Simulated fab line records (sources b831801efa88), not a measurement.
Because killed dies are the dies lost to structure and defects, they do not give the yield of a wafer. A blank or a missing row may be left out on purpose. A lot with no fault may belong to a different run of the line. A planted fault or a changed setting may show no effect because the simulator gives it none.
A single fault, viewed from 2 desks :: flow sfq line :: every desk sees just its own numbers, and what lay behind them comes last

== THE TOOL OWNER'S DESK: krf scanner-01 ==
The tool's own readings at SFQ_TRILAYER_M1_LITHO_EXPOSE_040 (exposes mask M1, target cd 500 nm): means of the sampled wafers that have a number, for each lot that ran on this tool. The brackets show how far a lot's mean lies from the usual mean; more than 4 standard deviations puts the lot out of limits, marked OUT.
Columns: A = exposure dose mJ cm2 at SFQ_TRILAYER_M1_LITHO_EXPOSE_040, usual 14.399
lot: L929
first seen here: day 27 04:12
A: 14.394

lot: L936
first seen here: day 29 12:16
A: 17.627 (+99 or more) OUT

lot: L937
first seen here: day 29 18:40
A: 17.636 (+99 or more) OUT

lot: L938
first seen here: day 29 23:04
A: 17.638 (+99 or more) OUT
This desk's finding: out of limits on L936, L937, L938; first on L936, day 29 12:16 (exposure dose mJ cm2 at SFQ_TRILAYER_M1_LITHO_EXPOSE_040). L929 stayed within limits.

== FROM THE METROLOGY DESK ==
What the gauges read, lot by lot, whatever tool the lot ran on: means of the sampled wafers that have a number. The brackets show how far a lot's mean lies from the usual mean; more than 4 standard deviations puts the lot out of limits, marked OUT.
Columns: A = I0_OVL at SFQ_I0_OVL_MEAS_908, usual 2 nm; B = M1_NB_RS at SFQ_M1_RS_MEAS_909, usual 0.891 ohm/sq; C = M1_OVL at SFQ_M1_OVL_MEAS_911, usual -1 nm; D = I1_BOW at SFQ_I1_BOW_MEAS_912, usual 2 um; E = I1_OVL at SFQ_I1_OVL_MEAS_913, usual 1 nm; F = M2_NB_RS at SFQ_M2_RS_MEAS_914, usual 0.891 ohm/sq; G = M8_BOW at SFQ_M8_BOW_MEAS_951, usual 9 um
lot: L925
first seen here: day 19 00:19
A: -3
B: 0.886
C: -14
D: 6
E: -2
F: 0.895
G: 6

lot: L929
first seen here: day 20 23:07
A: 4
B: 0.888
C: 1
D: 3
E: -1
F: 0.892
G: 15

lot: L936
first seen here: day 23 18:35
A: 3
B: 0.886
C: -1
D: 6
E: 1
F: 0.896
G: 13

lot: L937
first seen here: day 24 04:11
A: -1
B: 0.894
C: 4
D: -7
E: -4
F: 0.892
G: -1

lot: L938
first seen here: day 24 13:54
A: 8
B: 0.898
C: -4
D: -7
E: -3
F: 0.878
G: 5

lot: L941
first seen here: day 25 20:23
A: 4
B: 0.876
C: 2
D: 8
E: -7
F: 0.902
G: 3

lot: L945
first seen here: day 27 06:31
A: 0
B: 0.884
C: -3
D: 11
E: 9
F: 0.894
G: 12
Finding of this desk: none of the 7 lots has anything out of limits.

== BROUGHT TOGETHER ==
The tool owner's desk could have raised an alarm at day 29 12:16, on L936, L937, L938.
Nothing out of limits was seen by the metrology desk.
The metrology desk has L936, L937, L938 on record, within its limits.
Of the lots named, all ran SFQ_TRILAYER_M1_LITHO_EXPOSE_040 on krf scanner-01.

== WHAT THE SIMULATOR PUT IN ==
Process parameter drift: krf scanner-01, from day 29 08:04 on, at SFQ_TRILAYER_M1_LITHO_EXPOSE_040. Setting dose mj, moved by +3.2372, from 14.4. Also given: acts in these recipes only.
Lots struck among those shown: L936, L937, L938.
Delay in hours, fault start to first out-of-limits reading, by desk: the tool owner's desk at 4.
